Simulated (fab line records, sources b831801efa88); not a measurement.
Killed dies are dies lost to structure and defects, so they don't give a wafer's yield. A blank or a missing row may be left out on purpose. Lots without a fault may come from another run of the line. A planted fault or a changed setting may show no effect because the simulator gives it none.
fab line records | flow sfq_line
record lots=15 wafers=44 last_day=95
route steps=325 shown I3@134
lots that met no fault: from a run of the same line without faults
start_h: hours from the record's first day to the start of the lot's first wafer shown | wait_h: hours since the lot's step before | " the same as in the row above | L1.1+2: a row that stands for several wafers | - no value, or no start given | * or withheld: withheld | < > ~ a bound
route shown NAME@n: a module of which the file shows steps, and the number in the route of the first | usual: mean/standard deviation of fault-free wafers | same: alike in all rows | chamber/n: place in a boat | sites: the reading at each site | _std_site: their standard deviation | _edge_site: outer sites' mean less inner sites' | radius_mm: how far each site lies from the wafer's centre | mask NAME#n: copy n | behind: the tool/chamber that last shaped the wafer | hold: why the lot was held/for how many hours/how that ended | device: the transistor (n, p or np) that didn't switch | end of line: the same wafers' tests at the end of the route | a step without rows: its recipe alone | killed: dies lost to structure and defects at the first sort, not the wafer's yield | map: a wafer's dies, x killed, . not, _ none there
set.NAME: the setting as run; set.NAME@STEP: as run at that earlier step | model.NAME: the simulator's own value behind a step, which no gauge read
steps of the route over a sample of lots; a table a step, a row a wafer
services: from which hour (start_h, from the record's first day; less than 0 if before it) a tool's chamber was out of use, for how many hours, and why
## steps
# step SFQ_TRILAYER_I3_CMP_CMP_082
# recipe material=SiO2 down_force_psi=3 platen_rpm=60 pad_velocity_m_s=0.94248
# usual motor_current_A=10.3/0.8 time_to_endpoint_s=221/7.8
# columns lot.wafer tool chamber start_h wait_h motor_current_A time_to_endpoint_s
L233.4 cmp-01 3 1022.51 12.0 10.1 217
L233.1 " 1 1023.51 13.1 10.2 215
L233.5 " 3 1024.51 14.0 10.0 213
L234.1 cmp-01 2 1037.51 16.3 10.0 207
L234.4 " 1 1039.01 17.7 10.9 216
L234.6 " 2 " " 10.0 213
L236.1 cmp-02 2 1058.84 14.1 11.1 207
L236.3 " 0 1059.84 15.1 8.1 221
L236.5 " 3 1061.34 16.6 10.5 221
L237.3 cmp-02 2 1069.83 18.9 11.5 207
L237.1 " 3 " " 10.0 218
L237.6 " 1 1071.33 20.4 10.7 235
L238.4 cmp-01 3 1088.51 18.5 10.4 226
L238.5 " 3 1090.51 20.5 10.0 227
L238.6 " 0 " " 11.0 223
L240.4 cmp-01 0 1149.51 25.9 11.0 229
L240.3 " 1 " " 10.2 218
L240.6 " 2 " " 9.4 224
L241.2 cmp-02 1 1152.55 27.8 10.7 227
L241.5 " 2 " " 11.5 215
L241.6 " 3 " " 10.4 225
L242.2 cmp-02 2 1155.05 25.5 11.5 209
L242.3 " 3 " " 10.7 212
L242.6 " 1 1156.55 26.9 10.7 221
L243.3 cmp-01 3 1158.01 24.8 10.2 225
L243.1 " 0 " " 10.7 210
L243.2 " 1 " " 10.4 220
L244.3 cmp-01 0 1160.51 24.9 10.6 215
L244.2 " 1 " " 10.3 227
L244.1 " 2 " " 9.9 214
L245.1 cmp-02 1 1170.05 23.7 10.1 219
L245.4 " 2 " " 11.2 215
L245.5 " 3 " " 10.5 228
L253.3 cmp-01 2 1217.01 1.4 10.9 214
L253.5 " 0 1218.01 2.3 11.2 204
L253.6 " 1 " " 10.5 216
L254.4 cmp-01 1 1219.01 1.1 10.1 207
L254.2 " 2 " " 9.8 196
L254.3 " 3 " " 9.9 226
L255.3 cmp-01 1 1222.51 1.0 10.7 225
L255.2 " 3 1223.51 2.0 10.6 204
L256.4 cmp-02 0 1231.14 0.0 8.7 238
L256.2 " 1 " " 10.8 230
L256.5 " 0 1233.14 2.0 8.4 231
# step SFQ_TRILAYER_I3_METRO_MEASURE_083
# usual thk_nm=200.3/1.1
# columns lot.wafer tool chamber start_h wait_h thk_nm
L233.1 film_metro-01 - 1025.63 0.1 200.1
L233.4 " - " " 201.5
L233.5 " - " " 201.1
L234.1 film_metro-01 - 1040.63 0.1 199.3
L234.4 " - " " 201.3
L234.6 " - " " 199.5
L236.1 film_metro-02 - 1061.96 0.1 199.2
L236.3 " - " " 200.8
L236.5 " - " " 200.5
L237.1 film_metro-01 - 1072.45 0.1 199.0
L237.3 " - " " 199.3
L237.6 " - " " 200.8
L238.4 film_metro-02 - 1092.23 0.6 201.9
L238.5 " - " " 201.8
L238.6 " - " " 200.7
L240.3 film_metro-01 - 1152.03 0.5 200.4
L240.4 " - " " 200.4
L240.6 " - " " 200.6
L241.2 film_metro-03 - 1154.37 0.3 202.1
L241.5 " - " " 200.0
L241.6 " - " " 203.0
L242.2 film_metro-02 - 1157.37 0.3 199.4
L242.3 " - " " 200.4
L242.6 " - " " 200.7
L243.1 film_metro-02 - 1160.63 0.1 198.3
L243.2 " - " " 201.4
L243.3 " - " " 200.3
L244.1 film_metro-01 - 1163.63 0.1 199.7
L244.2 " - " " 201.8
L244.3 " - " " 202.1
L245.1 film_metro-01 - 1172.17 0.1 201.1
L245.4 " - " " 197.9
L245.5 " - " " 201.1
L253.3 film_metro-02 - 1219.53 0.5 199.4
L253.5 " - " " 219.8
L253.6 " - " " 201.6
L254.2 film_metro-02 - 1222.33 0.3 218.5
L254.3 " - " " 201.2
L254.4 " - " " 198.5
L255.2 film_metro-03 - 1225.33 0.3 220.2
L255.3 " - " " 200.1
L256.2 film_metro-03 - 1234.46 0.3 201.2
L256.4 " - " " 201.9
L256.5 " - " " 200.6
# step SFQ_TRILAYER_I3_VIA_ETCH_VIA_ETCH_088
# recipe target=SiO2 stop_on=Nb mask_material=PR taper_deg=20 chemistry=CHF3 target_depth_nm=260 source_w=500 bias_w=80 pressure_mtorr=30 time_s=withheld
# usual drypump_motor_current_A=5.4/0.41 oes_product_au=0.856/0.0054
# columns lot.wafer tool chamber start_h wait_h drypump_motor_current_A oes_product_au
L233.1 rie_diel-04 3 1154.45 0.0 5.5 0.863
L233.4 " 0 " " 5.0 0.859
L233.5 " 0 " " 5.0 0.855
L234.1 rie_diel-01 3 1167.65 0.0 5.6 0.854
L234.4 " 2 " " 6.3 0.863
L234.6 " 2 " " 6.3 0.847
L236.1 rie_diel-01 3 1185.58 0.0 5.6 0.852
L236.3 " 0 " " 5.6 0.858
L236.5 " 3 " " 5.6 0.856
L237.1 rie_diel-04 3 1192.78 0.0 5.4 0.847
L237.3 " 0 " " 5.0 0.851
L237.6 " 3 " " 5.4 0.855
L238.4 rie_diel-01 3 1212.10 0.0 5.6 0.850
L238.5 " 0 " " 5.6 0.862
L238.6 " 1 " " 5.4 0.855
L240.3 rie_diel-01 2 1271.72 0.0 6.3 0.851
L240.4 " 1 " " 5.3 0.864
L240.6 " 1 " " 5.3 0.853
L241.2 rie_diel-04 0 1272.92 0.0 5.0 0.857
L241.5 " 3 " " 5.4 0.843
L241.6 " 2 " " 4.9 0.863
L242.2 rie_diel-04 3 1276.52 0.0 5.5 0.851
L242.3 " 2 " " 4.9 0.859
L242.6 " 0 " " 5.0 0.860
L243.1 rie_diel-01 1 1280.12 0.0 5.3 0.861
L243.2 " 0 " " 5.7 0.862
L243.3 " 3 " " 5.6 0.859
L244.1 rie_diel-04 3 1283.72 0.0 5.5 0.849
L244.2 " 2 " " 5.0 0.862
L244.3 " 1 " " 5.9 0.859
L245.1 rie_diel-01 3 1290.92 0.0 5.6 0.859
L245.4 " 3 " " 5.6 0.845
L245.5 " 0 " " 5.6 0.849
L253.3 rie_diel-04 3 1349.97 0.0 5.5 0.854
L253.5 " 2 " " 4.9 0.911
L253.6 " 1 " " 5.9 0.857
L254.2 rie_diel-02 0 1354.77 0.0 5.6 0.896
L254.3 " 1 " " 4.9 0.855
L254.4 " 2 " " 5.0 0.858
L255.2 rie_diel-04 0 1358.37 0.0 5.0 0.909
L255.3 " 3 " " 5.4 0.851
L256.2 rie_diel-02 2 1365.57 0.0 5.0 0.863
L256.4 " 3 " " 4.9 0.863
L256.5 " 3 " " 4.9 0.855
## services
# columns tool chamber start_h hours kind
rie_diel-04 0 1005.07 4.2 repair
rie_diel-01 3 1005.07 3.9 repair
film_metro-02 - 1015.85 0.2 pm
rie_diel-04 0 1020.22 9.1 repair
rie_diel-01 3 1034.80 13.9 repair
film_metro-01 - 1041.83 1.6 pm
cmp-01 - 1048.60 0.6 repair
cmp-02 - 1061.84 4.5 pm
cmp-02 - 1074.95 1.3 repair
cmp-02 - 1077.50 3.7 repair
film_metro-01 - 1082.24 0.4 pm
film_metro-01 - 1083.80 0.5 pm
cmp-02 - 1092.42 0.4 repair
rie_diel-04 1 1140.59 5.9 repair
rie_diel-04 1 1147.47 4.7 repair
cmp-01 - 1180.26 1.8 repair
cmp-01 - 1182.12 0.3 repair
cmp-01 - 1248.62 0.3 repair
rie_diel-04 - 1254.59 2.8 pm
cmp-01 - 1256.29 4.0 pm
cmp-01 - 1260.29 3.3 pm
cmp-01 - 1279.17 5.8 repair
cmp-01 - 1315.50 5.2 pm
cmp-01 - 1334.78 0.5 repair
## key
first_sign step=SFQ_TRILAYER_I3_CMP_CMP_082 reading=time_to_endpoint_s direction=down sigmas=2.5 usual=* struck=*
effect step=SFQ_TRILAYER_I3_METRO_MEASURE_083 reading=thk_nm direction=up sigmas=17 usual=200.3 struck=219.5
effect step=SFQ_TRILAYER_I3_VIA_ETCH_VIA_ETCH_088 reading=oes_product_au direction=up sigmas=9.2 usual=0.856 struck=0.905
met_at SFQ_TRILAYER_I3_CMP_CMP_082
struck_lots L253,L254,L255
struck_wafers L253.5,L254.2,L255.2
onset_between 1160.51 1217.01
fault kind=process_parameter_drift tool=cmp-01 chamber=- onset_h=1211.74 steps=SFQ_TRILAYER_I3_CMP_CMP_082 channel=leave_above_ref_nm offset=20 shape=step end_h=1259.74 scope=struck_wafers_only acts_in=these_recipes_only stated=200
